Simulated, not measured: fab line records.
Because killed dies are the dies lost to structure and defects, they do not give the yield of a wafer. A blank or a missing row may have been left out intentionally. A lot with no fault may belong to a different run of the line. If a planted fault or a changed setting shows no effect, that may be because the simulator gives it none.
The same fault as seen by 2 desks    flow sky130    only its own numbers are on each desk; what lay behind them is given at the end

THE METROLOGY DESK
What the gauges read for every lot (on any tool): the sampled wafers with a number, averaged. Marked OUT: a lot whose mean sits more than 4 standard deviations from the usual mean, which makes it out of limits; the brackets give that distance.
Columns: A = LOCAL_INTERCONNECT_TIN_THK at SKY_LOCAL_INTERCONNECT_THK_MEAS_02, usual 101.5 nm; B = METAL2_OVL at SKY_METAL2_OVL_MEAS_16, usual 4 nm
lot   first seen here  A      B
L758  day 28 23:16     101.8  5
L760  day 29 19:19     102.9  10
L762  day 30 13:31     101.5  7
L764  day 31 07:38     101.6  3
L769  day 33 01:59     102.3  6
L770  day 33 07:02     102.4  4
L773  day 34 06:14     98.8   1
L774  day 34 14:18     100.0  4
L776  day 34 18:10     102.1  0
L775  day 34 22:45     101.1  5
L779  day 35 20:34     99.2   1
L780  day 36 08:41     103.0  13
L781  day 36 17:14     101.4  3
This desk's finding: nothing out of limits on any of the 13 lots.

DESK OF THE TOOL OWNER: lithoTrack-04
Per lot that ran on this tool, the mean of the sampled wafers carrying a number, from the tool's own readings at SKY_VIA1_SOFTBAKE_08 (time 90 s). Marked OUT: a lot whose mean sits more than 4 standard deviations from the usual mean, which makes it out of limits; the brackets give that distance.
Columns: A = heaterPowerTotalW at SKY_VIA1_SOFTBAKE_08, usual 57.36 W; B = plateTempC at SKY_VIA1_SOFTBAKE_08, usual 99.98 C
lot   first seen here  A                B
L758  day 33 02:00     57.37            100.00
L762  day 34 15:00     57.27            99.88
L769  day 37 03:00     54.33 (-25) OUT  96.19 (-34) OUT
L770  day 37 08:00     54.35 (-25) OUT  95.99 (-36) OUT
L781  day 40 14:00     57.33            99.72
This desk finds L769, L770 out of limits, L769 being first, at day 37 03:00 (heaterPowerTotalW at SKY_VIA1_SOFTBAKE_08). L758, L762, L781: within limits.

TAKEN TOGETHER
The tool owner's desk had the chance to raise an alarm at day 37 03:00 on L769, L770.
At the metrology desk, nothing out of limits was observed.
The metrology desk holds a record of L769, L770, inside its limits.
All the named lots went through SKY_VIA1_SOFTBAKE_08 on lithoTrack-04.

WHAT HAD BEEN PUT IN BY THE SIMULATOR
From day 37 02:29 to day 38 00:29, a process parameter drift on lithoTrack-04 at SKY_VIA1_SOFTBAKE_08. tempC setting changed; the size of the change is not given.
Shown lots that were struck: L769, L770.
Hours from the fault's start to each desk's first reading out of limits: the tool owner's desk, 1.
